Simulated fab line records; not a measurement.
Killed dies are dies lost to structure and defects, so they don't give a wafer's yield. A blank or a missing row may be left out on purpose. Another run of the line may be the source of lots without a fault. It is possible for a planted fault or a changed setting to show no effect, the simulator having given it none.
One fault seen from 2 desks || flow gf180mcu || what lay behind the numbers comes last; until then each desk has only its own

## FOR THE TOOL OWNER'S DESK: rtp anneal-01
At GF_PSD_RTA_13 (time 20 s), the tool's own readings, given per lot that ran on this tool as the mean of the sampled wafers with a number. The brackets show how far a lot's mean lies from the usual mean; more than 4 standard deviations puts the lot out of limits, marked OUT.
Columns: A = chamber o2 ppm at GF_PSD_RTA_13, usual 1.999; B = lamp power pct at GF_PSD_RTA_13, usual 32.4 %; C = wafer_temp_C_max at GF_PSD_RTA_13, usual 1030
{"lot": "L661", "first seen here": "day 15 19:26", "A": 2.009, "B": 33.3, "C": 1027}
{"lot": "L663", "first seen here": "day 16 17:18", "A": 2.003, "B": 33.3, "C": 1027}
{"lot": "L668", "first seen here": "day 18 13:34", "A": 2.009, "B": 33.3, "C": 1029}
{"lot": "L670", "first seen here": "day 19 11:29", "A": 1.975, "B": 33.3, "C": 1027}
{"lot": "L671", "first seen here": "day 19 18:26", "A": 1.988, "B": 33.3, "C": 1028}
{"lot": "L672", "first seen here": "day 20 05:55", "A": 2.026, "B": 33.3, "C": 1027}
{"lot": "L673", "first seen here": "day 20 08:35", "A": 1.986, "B": 33.3, "C": 1028}
Result from this desk: across the 7 lots, nothing is out of limits.

## METROLOGY DESK
What the gauges read, lot by lot, whatever tool the lot ran on: means of the sampled wafers that have a number. The brackets show how far a lot's mean lies from the usual mean; more than 4 standard deviations puts the lot out of limits, marked OUT.
Columns: A = NSD_RS at GF_PSD_RS_MEAS_14, usual 46.15 ohm/sq; B = PSD_RS at GF_PSD_RS_MEAS_15, usual 108.63 ohm/sq; C = V3_CVD_02_THK at GF_V3_THK_MEAS_03, usual 828 nm; D = V3_W_RS at GF_V3_RS_MEAS_24, usual 0.326 ohm/sq
{"lot": "L656", "first seen here": "day 14 04:17", "A": 46.26, "B": 108.69, "C": 819, "D": 0.328}
{"lot": "L659", "first seen here": "day 15 06:50", "A": 46.18, "B": 108.83, "C": 827, "D": 0.325}
{"lot": "L661", "first seen here": "day 15 19:31", "A": 46.15, "B": 108.34, "C": 825, "D": 0.326}
{"lot": "L663", "first seen here": "day 16 17:23", "A": 46.11, "B": 108.38, "C": 833, "D": 0.326}
{"lot": "L664", "first seen here": "day 17 01:49", "A": 46.23, "B": 108.88, "C": 815, "D": 0.329}
{"lot": "L665", "first seen here": "day 17 06:31", "A": 45.96, "B": 108.02, "C": 829, "D": 0.325}
{"lot": "L667", "first seen here": "day 18 02:49", "A": 46.02, "B": 108.54, "C": 822, "D": 0.323}
{"lot": "L668", "first seen here": "day 18 13:39", "A": 46.20, "B": 108.56, "C": 825, "D": 0.324}
{"lot": "L670", "first seen here": "day 19 11:34", "A": 46.19, "B": 108.87, "C": 841, "D": 0.331}
{"lot": "L671", "first seen here": "day 19 18:31", "A": "42.57 (-37) OUT", "B": "98.91 (-32) OUT", "C": 838, "D": 0.324}
{"lot": "L672", "first seen here": "day 20 06:01", "A": "42.75 (-35) OUT", "B": "98.53 (-34) OUT", "C": 839, "D": 0.330}
{"lot": "L673", "first seen here": "day 20 08:40", "A": "42.59 (-37) OUT", "B": "98.46 (-34) OUT", "C": 836, "D": 0.326}
This desk finds L671, L672, L673 out of limits, with the earliest case on L671 at day 19 18:31 (NSD_RS at GF_PSD_RS_MEAS_14). Within limits: L656, L659, L661, L663, L664, L665, L667, L668, L670.

## BROUGHT TOGETHER
Metrology desk: alarm possible at day 19 18:31 on L671, L672, L673.
Nothing out of limits was seen by the tool owner's desk.
The tool owner's desk has L671, L672, L673 on record, within its limits.
The lots listed all ran GF_PSD_RTA_13 on rtp anneal-01.

## WHAT THE SIMULATOR HAD INSERTED
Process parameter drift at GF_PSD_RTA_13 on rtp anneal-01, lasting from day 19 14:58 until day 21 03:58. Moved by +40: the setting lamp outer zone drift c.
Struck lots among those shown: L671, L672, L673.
Delay in hours, fault start to first out-of-limits reading, per desk: metrology desk 4.
